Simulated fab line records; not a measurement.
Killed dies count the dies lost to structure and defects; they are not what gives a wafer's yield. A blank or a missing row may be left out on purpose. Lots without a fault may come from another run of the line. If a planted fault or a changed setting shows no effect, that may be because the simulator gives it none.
2 desks looking at one fault	flow gf180mcu	every desk sees just its own numbers, and what lay behind them comes last

METROLOGY DESK
What the gauges read for every lot (on any tool): the sampled wafers with a number, averaged. Any lot whose mean is over 4 standard deviations away from the usual mean is out of limits and marked OUT; that distance is given in the brackets.
Columns: A = MVSD_TW at GF_MVSD_TW_MEAS_11, usual 1587; B = MVSD_RS at GF_VT_IMPLANT_RS_MEAS_46, usual 456.1 ohm/sq; C = CONTACT_OVL at GF_CONTACT_OVL_MEAS_15, usual -4 nm
lot	first seen here	A	B	C
L947	day 4 11:17	1594	456.7	1
L954	day 6 04:58	1601	455.2	0
L955	day 6 10:46	1465 (-12) OUT	536.9 (+67) OUT	-9
L957	day 6 22:40	1438 (-15) OUT	538.1 (+68) OUT	-4
L960	day 7 15:16	1601	456.8	2
L961	day 7 21:13	1581	456.3	-8
L962	day 8 02:28	1577	454.8	-16
L963	day 8 08:26	1587	457.2	4
L964	day 8 13:22	1590	454.5	-3
L965	day 8 21:43	1580	456.4	-10
L966	day 9 03:52	1579	455.8	-11
L969	day 9 19:35	1594	454.9	2
Finding of this desk: L955, L957 out of limits, first seen on L955 at day 6 10:46 (MVSD_TW at GF_MVSD_TW_MEAS_11). In limits: L947, L954, L960, L961, L962, L963, L964, L965, L966, L969.

FOR THE TOOL OWNER'S DESK: implanter-03
The tool's own readings at GF_MVSD_IMPLANT_08, given as means over the sampled wafers that have a number, one for each lot that went through this tool. Any lot whose mean is over 4 standard deviations away from the usual mean is out of limits and marked OUT; that distance is given in the brackets.
Columns: A = dose-ions-cm2 at GF_MVSD_IMPLANT_08, usual 1.6005e+13; B = faraday-current-uA at GF_MVSD_IMPLANT_08, usual 90.0
lot	first seen here	A	B
L954	day 6 04:35	1.5983e+13	88.4
L955	day 6 10:23	1.1584e+13 (-99 or more) OUT	65.2 (-14) OUT
L957	day 6 22:16	1.1591e+13 (-99 or more) OUT	65.0 (-14) OUT
Finding of this desk: L955, L957 out of limits; the first was L955 at day 6 10:23, on dose-ions-cm2 at GF_MVSD_IMPLANT_08. In limits: L954.

PUT TOGETHER
On L955, L957, at day 6 10:23, an alarm was possible from the tool owner's desk.
L955, L957 would have let the metrology desk raise an alarm at day 6 10:46.
All the named lots went through GF_MVSD_IMPLANT_08 on implanter-03.

WHAT THE SIMULATOR HAD PUT IN
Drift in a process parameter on implanter-03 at GF_MVSD_IMPLANT_08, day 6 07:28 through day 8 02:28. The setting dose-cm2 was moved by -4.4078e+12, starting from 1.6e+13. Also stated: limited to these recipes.
Shown lots that were struck: L955, L957.
Counting hours from when the fault started, the first reading out of limits came at 3 for the tool owner's desk and at 3 for the metrology desk.
